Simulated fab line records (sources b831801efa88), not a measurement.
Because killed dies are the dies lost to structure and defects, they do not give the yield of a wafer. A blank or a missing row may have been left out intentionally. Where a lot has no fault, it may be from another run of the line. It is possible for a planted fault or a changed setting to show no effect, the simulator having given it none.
What tool caused it? :: flow gf180mcu :: 24 lots, 72 wafers sampled, at 4 steps of a route of 602

== WHAT EACH GAUGE READ, for each wafer ==
GF_VT_IMPLANT_TW_MEAS_43.
lot: L074
measured: day 7 12:07
on: film metro-03
VT_IMPLANT_4_TW: 687 685 681

lot: L075
measured: day 7 14:11
on: film metro-03
VT_IMPLANT_4_TW: 682 682 683

lot: L076
measured: day 7 23:38
on: film metro-03
VT_IMPLANT_4_TW: 687 688 686

lot: L077
measured: day 8 05:07
on: film metro-04
VT_IMPLANT_4_TW: 674 675 679

lot: L078
measured: day 8 08:36
on: film metro-02
VT_IMPLANT_4_TW: 673 673 674

lot: L079
measured: day 8 19:56
on: film metro-02
VT_IMPLANT_4_TW: 675 676 675

lot: L080
measured: day 9 05:10
on: film metro-02
VT_IMPLANT_4_TW: 676 676 676

lot: L081
measured: day 9 16:33
on: film metro-02
VT_IMPLANT_4_TW: 674 675 675

lot: L082
measured: day 10 02:12
on: film metro-02
VT_IMPLANT_4_TW: 677 675 675

lot: L083
measured: day 10 03:27
on: film metro-03
VT_IMPLANT_4_TW: 688 685 685

lot: L084
measured: day 10 15:56
on: film metro-03
VT_IMPLANT_4_TW: 685 687 685

lot: L085
measured: day 10 22:53
on: film metro-04
VT_IMPLANT_4_TW: 676 676 678

lot: L086
measured: day 11 05:07
on: film metro-02
VT_IMPLANT_4_TW: 676 675 672

lot: L088
measured: day 11 16:20
on: film metro-04
VT_IMPLANT_4_TW: 672 676 680

lot: L087
measured: day 11 17:26
on: film metro-03
VT_IMPLANT_4_TW: 694 694 694

lot: L090
measured: day 12 04:15
on: film metro-03
VT_IMPLANT_4_TW: 686 688 689

lot: L089
measured: day 12 05:38
on: film metro-03
VT_IMPLANT_4_TW: 685 684 691

lot: L091
measured: day 12 10:00
on: film metro-04
VT_IMPLANT_4_TW: 680 677 677

lot: L092
measured: day 12 16:17
on: film metro-03
VT_IMPLANT_4_TW: 689 688 687

lot: L093
measured: day 13 00:23
on: film metro-03
VT_IMPLANT_4_TW: 688 691 690

lot: L094
measured: day 13 07:39
on: film metro-02
VT_IMPLANT_4_TW: 676 675 672

lot: L095
measured: day 13 10:26
on: film metro-02
VT_IMPLANT_4_TW: 674 675 672

lot: L096
measured: day 13 17:45
on: film metro-04
VT_IMPLANT_4_TW: 679 678 678

lot: L097
measured: day 14 01:17
on: film metro-04
VT_IMPLANT_4_TW: 677 675 681

GF_POLY_GATE_THK_MEAS_01.
lot: L074
measured: day 8 16:24
on: film metro-04
POLY_GATE_CVD_00_THK (nm): 196.9 197.3 196.8

lot: L075
measured: day 8 16:23
on: film metro-02
POLY_GATE_CVD_00_THK (nm): 198.4 198.4 199.3

lot: L076
measured: day 8 21:53
on: film metro-04
POLY_GATE_CVD_00_THK (nm): 201.7 202.1 200.2

lot: L077
measured: day 9 02:29
on: film metro-01
POLY_GATE_CVD_00_THK (nm): 199.2 201.1 200.0

lot: L078
measured: day 9 08:23
on: film metro-02
POLY_GATE_CVD_00_THK (nm): 197.8 198.0 198.5

lot: L079
measured: day 9 20:01
on: film metro-04
POLY_GATE_CVD_00_THK (nm): 201.7 202.4 202.7

lot: L080
measured: day 10 04:29
on: film metro-04
POLY_GATE_CVD_00_THK (nm): 201.1 200.3 201.6

lot: L081
measured: day 10 16:38
on: film metro-02
POLY_GATE_CVD_00_THK (nm): 203.1 201.3 201.2

lot: L082
measured: day 11 03:10
on: film metro-04
POLY_GATE_CVD_00_THK (nm): 199.2 199.2 200.3

lot: L083
measured: day 11 05:01
on: film metro-02
POLY_GATE_CVD_00_THK (nm): 198.4 199.0 199.6

lot: L084
measured: day 11 15:28
on: film metro-02
POLY_GATE_CVD_00_THK (nm): 200.1 198.3 200.3

lot: L085
measured: day 12 01:26
on: film metro-04
POLY_GATE_CVD_00_THK (nm): 199.3 198.5 197.4

lot: L086
measured: day 12 08:47
on: film metro-01
POLY_GATE_CVD_00_THK (nm): 201.0 198.8 199.4

lot: L088
measured: day 12 20:49
on: film metro-01
POLY_GATE_CVD_00_THK (nm): 197.3 197.5 198.3

lot: L087
measured: day 12 18:30
on: film metro-01
POLY_GATE_CVD_00_THK (nm): 201.9 200.0 204.3

lot: L090
measured: day 13 05:13
on: film metro-04
POLY_GATE_CVD_00_THK (nm): 201.3 200.7 201.3

lot: L089
measured: day 13 09:13
on: film metro-02
POLY_GATE_CVD_00_THK (nm): 200.4 199.9 199.9

lot: L091
measured: day 13 12:14
on: film metro-02
POLY_GATE_CVD_00_THK (nm): 201.0 200.9 202.1

lot: L092
measured: day 13 18:46
on: film metro-04
POLY_GATE_CVD_00_THK (nm): 200.1 200.0 199.3

lot: L093
measured: day 14 02:49
on: film metro-04
POLY_GATE_CVD_00_THK (nm): 197.5 199.7 199.8

lot: L094
measured: day 14 09:47
on: film metro-02
POLY_GATE_CVD_00_THK (nm): 198.3 200.0 199.9

lot: L095
measured: day 14 13:07
on: film metro-04
POLY_GATE_CVD_00_THK (nm): 198.6 199.0 199.1

lot: L096
measured: day 15 00:52
on: film metro-04
POLY_GATE_CVD_00_THK (nm): 198.2 198.8 198.5

lot: L097
measured: day 15 06:47
on: film metro-04
POLY_GATE_CVD_00_THK (nm): 198.4 197.6 200.2

GF_HV_LDD_RS_MEAS_53: uses a four-point probe to measure.
lot: L074
measured: day 12 13:33
on: film metro-02
HV_LDD_RS (ohm/sq): 418.5 418.8 417.8

lot: L075
measured: day 12 14:44
on: film metro-03
HV_LDD_RS (ohm/sq): 417.6 417.4 417.1

lot: L076
measured: day 12 20:50
on: film metro-03
HV_LDD_RS (ohm/sq): 418.0 419.6 419.5

lot: L077
measured: day 13 04:10
on: film metro-03
HV_LDD_RS (ohm/sq): 418.0 419.0 418.7

lot: L078
measured: day 13 08:16
on: film metro-01
HV_LDD_RS (ohm/sq): 420.1 419.6 420.0

lot: L079
measured: day 13 22:38
on: film metro-03
HV_LDD_RS (ohm/sq): 417.7 417.1 418.9

lot: L080
measured: day 14 08:17
on: film metro-02
HV_LDD_RS (ohm/sq): 418.4 418.2 418.1

lot: L081
measured: day 14 20:55
on: film metro-02
HV_LDD_RS (ohm/sq): 418.3 416.6 418.0

lot: L082
measured: day 15 08:49
on: film metro-01
HV_LDD_RS (ohm/sq): 417.6 418.2 418.9

lot: L083
measured: day 15 11:05
on: film metro-01
HV_LDD_RS (ohm/sq): 419.6 420.3 419.9

lot: L084
measured: day 15 22:47
on: film metro-02
HV_LDD_RS (ohm/sq): 418.2 418.7 417.8

lot: L085
measured: day 16 11:17
on: film metro-01
HV_LDD_RS (ohm/sq): 419.9 419.8 420.9

lot: L086
measured: day 16 18:56
on: film metro-02
HV_LDD_RS (ohm/sq): 416.6 417.2 418.5

lot: L088
measured: day 17 10:08
on: film metro-03
HV_LDD_RS (ohm/sq): 419.2 417.6 417.2

lot: L087
measured: day 17 07:02
on: film metro-02
HV_LDD_RS (ohm/sq): 418.5 417.7 419.6

lot: L090
measured: day 17 20:08
on: film metro-03
HV_LDD_RS (ohm/sq): 418.4 418.7 418.3

lot: L089
measured: day 18 00:20
on: film metro-01
HV_LDD_RS (ohm/sq): 420.2 419.1 418.9

lot: L091
measured: day 18 03:17
on: film metro-03
HV_LDD_RS (ohm/sq): 418.2 417.4 418.3

lot: L092
measured: day 18 16:08
on: film metro-02
HV_LDD_RS (ohm/sq): 417.5 418.0 417.0

lot: L093
measured: day 19 01:11
on: film metro-03
HV_LDD_RS (ohm/sq): 418.5 417.2 417.8

lot: L094
measured: day 19 05:32
on: film metro-02
HV_LDD_RS (ohm/sq): 418.4 419.0 418.4

lot: L095
measured: day 19 08:29
on: film metro-02
HV_LDD_RS (ohm/sq): 416.9 416.7 417.7

lot: L096
measured: day 19 22:22
on: film metro-01
HV_LDD_RS (ohm/sq): 417.4 419.1 417.4

lot: L097
measured: day 20 11:41
on: film metro-01
HV_LDD_RS (ohm/sq): 420.3 417.3 419.1

GF_V2_THK_MEAS_25: measures by xrf.
lot: L074
measured: day 20 10:23
on: film metro-02
V2_W_THK (nm): 363 375 362

lot: L075
measured: day 20 15:52
on: film metro-01
V2_W_THK (nm): 366 356 355

lot: L076
measured: day 20 21:07
on: film metro-03
V2_W_THK (nm): 349 353 351

lot: L077
measured: day 21 06:00
on: film metro-02
V2_W_THK (nm): 360 362 362

lot: L078
measured: day 21 09:21
on: film metro-01
V2_W_THK (nm): 368 358 358

lot: L079
measured: day 22 01:33
on: film metro-03
V2_W_THK (nm): 359 357 348

lot: L080
measured: day 22 13:28
on: film metro-03
V2_W_THK (nm): 357 355 350

lot: L081
measured: day 23 03:25
on: film metro-02
V2_W_THK (nm): 373 379 368

lot: L082
measured: day 23 15:08
on: film metro-02
V2_W_THK (nm): 362 374 371

lot: L083
measured: day 23 20:24
on: film metro-01
V2_W_THK (nm): 363 359 366

lot: L084
measured: day 24 05:26
on: film metro-01
V2_W_THK (nm): 354 355 354

lot: L085
measured: day 24 18:05
on: film metro-03
V2_W_THK (nm): 360 351 356

lot: L086
measured: day 25 01:28
on: film metro-03
V2_W_THK (nm): 346 353 346

lot: L088
measured: day 25 19:51
on: film metro-01
V2_W_THK (nm): 357 359 360

lot: L087
measured: day 25 14:49
on: film metro-03
V2_W_THK (nm): 353 354 345

lot: L090
measured: day 26 00:39
on: film metro-03
V2_W_THK (nm): 344 358 343

lot: L089
measured: day 26 11:01
on: film metro-01
V2_W_THK (nm): 362 361 355

lot: L091
measured: day 26 09:26
on: film metro-02
V2_W_THK (nm): 372 370 366

lot: L092
measured: day 26 16:48
on: film metro-02
V2_W_THK (nm): 373 366 378

lot: L093
measured: day 27 01:43
on: film metro-03
V2_W_THK (nm): 348 347 346

lot: L094
measured: day 27 06:23
on: film metro-02
V2_W_THK (nm): 369 376 370

lot: L095
measured: day 27 07:44
on: film metro-02
V2_W_THK (nm): 368 371 364

lot: L096
measured: day 27 18:00
on: film metro-03
V2_W_THK (nm): 356 360 360

lot: L097
measured: day 28 06:16
on: film metro-02
V2_W_THK (nm): 372 362 369

== WHAT TOOL EACH LOT RAN ON (gives the tool, then ch and the chambers of the sampled wafers, and finally the start) ==
There is no process step in the record ahead of these readings.

== WHAT THE TOOLS THEMSELVES READ (means of the sampled wafers that have a number; where no wafer has one, the mark that the record gives instead) ==
The record holds no such reading with a usual standard deviation.

== THE ANSWER, worked out from the rows above alone ==
Rule: the usual values come from the lots themselves. The widest of any qualifying gaps counts: lots, ordered by their means at a reading, are off when they make up no more than a third of the lots, leave a main group of 4 or more, and stand apart from it by 3 or more times the standard deviation of that group's means. The tables above print the reading to a certain number of digits; a main group whose means all agree to those digits is not used. A lot without any number at a reading at which 4 lots or more have one is off too. All remaining lots with rows at the step are treated as sound. First the gauges in route order, then the tools' own readings, where a lot's mean is used as printed above. At the first step where some lot is off, the reading lying furthest off is the one used; lots without a number count as furthest.
No lot is off at any reading shown: from this, nothing can be told.

== WHAT THE SIMULATOR PUT IN ==
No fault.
